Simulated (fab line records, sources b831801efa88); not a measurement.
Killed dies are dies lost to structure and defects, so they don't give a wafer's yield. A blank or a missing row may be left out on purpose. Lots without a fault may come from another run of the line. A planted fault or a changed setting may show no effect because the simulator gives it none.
One fault seen from 2 desks | flow gf180mcu | each desk has only its own numbers; what lay behind them comes last

THE METROLOGY DESK
What the gauges read, lot by lot, whatever tool the lot ran on: means of the sampled wafers that have a number. A lot is out of limits, marked OUT, if its mean lies more than 4 standard deviations from the usual mean; the brackets give that distance.
Columns: A = HV_LDD_TW at GF_HV_LDD_TW_MEAS_11, usual 2393; B = PSD_OVL at GF_PSD_OVL_MEAS_08, usual 0.4 nm
lot  | first seen here | A    | B
L492 | day 10 00:56    | 2407 | -0.3
L493 | day 10 06:23    | 2407 | 3.5
L495 | day 10 23:47    | 2383 | 1.4
L496 | day 11 07:28    | 2417 | 3.0
L497 | day 11 15:01    | 2412 | 0.7
L498 | day 11 17:37    | 2389 | 0.3
L499 | day 12 02:10    | 2381 | 1.5
L501 | day 12 19:04    | 2375 | 3.8
L503 | day 13 12:49    | 2373 | 0.1
L504 | day 13 17:46    | 2399 | -0.2
L506 | day 14 08:31    | 2387 | -2.2
L509 | day 15 04:52    | 2404 | -3.1
L513 | day 16 07:32    | 2399 | -0.1
L515 | day 17 02:53    | 2396 | 1.7
This desk's finding: nothing out of limits on any of the 14 lots.

THE TOOL OWNER'S DESK: wet_bench-04
The tool's own readings at GF_HV_LDD_CLEAN_51 (cleans in SC1/SC2, time 150 s): means of the sampled wafers that have a number, for each lot that ran on this tool. A lot is out of limits, marked OUT, if its mean lies more than 4 standard deviations from the usual mean; the brackets give that distance.
Columns: A = bath_guard_temp_C at GF_HV_LDD_CLEAN_51, usual 70.1 C; B = bath_heat_duty_pct at GF_HV_LDD_CLEAN_51, usual 13.5 %; C = run_length_s at GF_HV_LDD_CLEAN_51, usual 178 s
lot  | first seen here | A    | B    | C
L493 | day 12 15:31    | 70.1 | 13.5 | 182
L495 | day 13 10:11    | 69.3 | 11.5 | 175
L497 | day 14 03:17    | 70.7 | 15.5 | 175
L498 | day 14 05:43    | 69.4 | 11.9 | 175
L504 | day 16 11:34    | 69.9 | 14.1 | 174
L506 | day 17 03:02    | 70.0 | 14.2 | 181
L509 | day 18 01:52    | 69.2 | 11.5 | 162 (-4.3) OUT
L513 | day 19 04:56    | 70.9 | 15.4 | 162 (-4.3) OUT
This desk's finding: out of limits on L509, L513; first on L509, day 18 01:52 (run_length_s at GF_HV_LDD_CLEAN_51). In limits: L493, L495, L497, L498, L504, L506.

PUT TOGETHER
The tool owner's desk could have raised an alarm at day 18 01:52, on L509, L513.
The metrology desk saw nothing out of limits.
The metrology desk has L509, L513 on record, within its limits.
Of the lots named, all ran GF_HV_LDD_CLEAN_51 on wet_bench-04.

WHAT THE SIMULATOR HAD PUT IN
Process parameter drift: wet_bench-04, from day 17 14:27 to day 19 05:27, at GF_HV_LDD_CLEAN_51. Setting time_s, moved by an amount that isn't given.
Lots struck among those shown: L509, L513.
Hours from the fault's start to each desk's first reading out of limits: the tool owner's desk, 11.
